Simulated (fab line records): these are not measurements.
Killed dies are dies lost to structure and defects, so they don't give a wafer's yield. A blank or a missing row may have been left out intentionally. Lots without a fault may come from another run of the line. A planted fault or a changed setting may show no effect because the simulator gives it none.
Which tool was responsible? ; flow gf180mcu ; Sampling: 6 lots, 18 wafers, 2 of 602 route steps

WHAT THE GAUGES SHOWED, per wafer
GF_DNWELL_TW_MEAS_09.
lot;measured;on;DNWELL_TW
L464;day 3 04:10;filmMetro-01;1334 1327 1334
L468;day 4 02:18;filmMetro-01;1333 1334 1337
L471;day 4 18:04;filmMetro-04;1320 1327 1323
L473;day 5 05:36;filmMetro-03;1334 1344 1331
L475;day 5 15:25;filmMetro-04;1352 1345 1339
L481;day 6 23:01;filmMetro-01;1352 1337 1342

WHICH TOOL RAN EACH LOT (tool, then ch and the chambers of the sampled wafers, then the start)
lot;GF_STI_ETCH_14
L464;rieSi-01 ch 0,3, day 2 11:18
L468;rieSi-02 ch 1,2,3, day 3 07:34
L471;rieSi-01 ch 1,2,3, day 3 23:30
L473;rieSi-01 ch 0,1, day 4 10:37
L475;rieSi-01 ch 1,2, day 4 19:34
L481;rieSi-02 ch 0,2,3, day 6 02:54
- GF_STI_ETCH_14: etches Si in HBr/Cl2/O2, target depth 360 nm, time 102.9 s.

THE ANSWER, worked out from the rows above alone
Rule: what is usual is taken from the lots themselves. The widest of any qualifying gaps counts: lots, ordered by their means at a reading, are off when they make up no more than a third of the lots, leave a main group of 4 or more, and stand apart from it by 3 or more times the standard deviation of that group's means. The tables above print the reading to a certain number of digits; a main group whose means all agree to those digits is not used. A lot without any number at a reading at which 4 lots or more have one is off too. Where the step has rows for the other lots, those lots are counted as sound.
Across all readings shown, no lot is off: no conclusion can be drawn from this.

WHAT WAS PUT IN BY THE SIMULATOR
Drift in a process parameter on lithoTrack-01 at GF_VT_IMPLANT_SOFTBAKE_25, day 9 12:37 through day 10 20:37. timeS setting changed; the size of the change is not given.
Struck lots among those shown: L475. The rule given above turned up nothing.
